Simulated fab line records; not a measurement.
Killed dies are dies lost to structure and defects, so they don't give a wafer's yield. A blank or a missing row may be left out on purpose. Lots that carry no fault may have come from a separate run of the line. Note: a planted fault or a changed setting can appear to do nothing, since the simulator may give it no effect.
Matching of chambers -- flow sfq_line -- rie_diel-04 running SFQ_TRILAYER_I2_VIA_ETCH_VIA_ETCH_070: 4 sister chambers
The step etches SiO2 in CHF3, stops on Nb, target depth 260 nm. 8 wafers are shown with their chamber, then 6 later ones without.

WAFERS WITH THEIR CHAMBER
wafer,chamber,drypump_motor_current_A (A),oes_product_au (a.u.)
L497.5,3,6.3,0.861
L497.6,2,5.3,0.857
L500.1,3,6.4,0.848
L501.1,0,5.8,0.861
L501.2,1,5.6,0.847
L501.5,1,5.7,0.856
L502.1,2,5.3,0.858
L502.4,0,5.8,0.856

WAFERS WITH NO CHAMBER GIVEN
wafer,drypump_motor_current_A (A),oes_product_au (a.u.)
L502.5,5.8,0.858
L509.2,5.8,0.853
L509.5,5.4,0.860
L514.2,5.9,0.855
L514.4,5.6,0.849
L514.5,5.7,0.851

WHICH CHAMBER EACH WENT THROUGH
wafer,from the rows above,in truth
L502.5,0,0
L509.2,0,0
L509.5,2,2
L514.2,0,0
L514.4,1,1
L514.5,can't be placed: 1 or 0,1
Correct placement for 5 of the 6. These rows do not allow placing 1 (true chamber among the candidates in 1). 0 placed wrongly.
How it was worked out, from the rows above alone: a wafer's distance from a chamber is the root of the sum, over the readings, of the square of ((its reading less the chamber's mean) divided by the reading's scatter). If the next closest chamber is less than 2 further off than the closest, the wafer can't be placed; otherwise it belongs to the closest. For every chamber, the mean is computed from those of its wafers that are shown. The scatter: take each reading less its chamber's mean, square it, sum over the shown wafers, divide by the number of wafers less the number of chambers, and take the root.
